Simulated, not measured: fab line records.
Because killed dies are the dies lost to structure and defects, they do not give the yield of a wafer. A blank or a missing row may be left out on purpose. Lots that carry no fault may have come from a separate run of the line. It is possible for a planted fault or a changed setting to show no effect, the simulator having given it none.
Which tool was responsible? ; flow sky130 ; 36 wafers sampled from 12 lots at 1 step of a route of 708

WHAT THE GAUGES READ, wafer by wafer
SKY_LDD_N_OVL_MEAS_07.
lot;measured;on;LDD_N_OVL (nm)
L075;day 18 21:29;overlay-01;0.5 -0.4 1.2
L077;day 19 14:07;overlay-01;1.5 0.3 2.3
L079;day 20 03:17;overlay-02;1.1 0.8 1.0
L081;day 20 13:40;overlay-02;3.1 1.9 1.4
L083;day 21 08:02;overlay-02;1.8 1.7 1.6
L085;day 22 04:44;overlay-02;0.0 0.1 1.1
L087;day 23 00:01;overlay-01;-1.1 -1.0 -1.3
L089;day 23 11:41;overlay-02;-0.7 0.0 0.2
L091;day 23 22:35;overlay-02;1.0 -0.2 -1.0
L093;day 24 17:49;overlay-01;2.1 0.4 0.6
L095;day 25 08:14;overlay-02;0.0 0.0 0.0
L097;day 26 04:34;overlay-01;0.1 0.4 -0.7

WHAT TOOL EACH LOT RAN ON (gives the tool, then ch and the chambers of the sampled wafers, and finally the start)
The record holds no process step before these readings.

THE ANSWER, worked out from the rows above alone
Rule: what is usual is taken from the lots themselves. Put in order of their means at a reading, lots are off if they are a third of the lots or fewer, leave a main group of 4 or more, and stand apart from it by a gap of 3 or more times the standard deviation of the main group's means; of several such gaps the widest counts. Not used: any main group whose means are identical at the precision the tables above print for the reading. Also off: a lot with no number at a reading for which 4 or more lots have one. All remaining lots with rows at the step are treated as sound.
Across all readings shown, no lot is off: no conclusion can be drawn from this.

WHAT THE SIMULATOR HAD PUT IN
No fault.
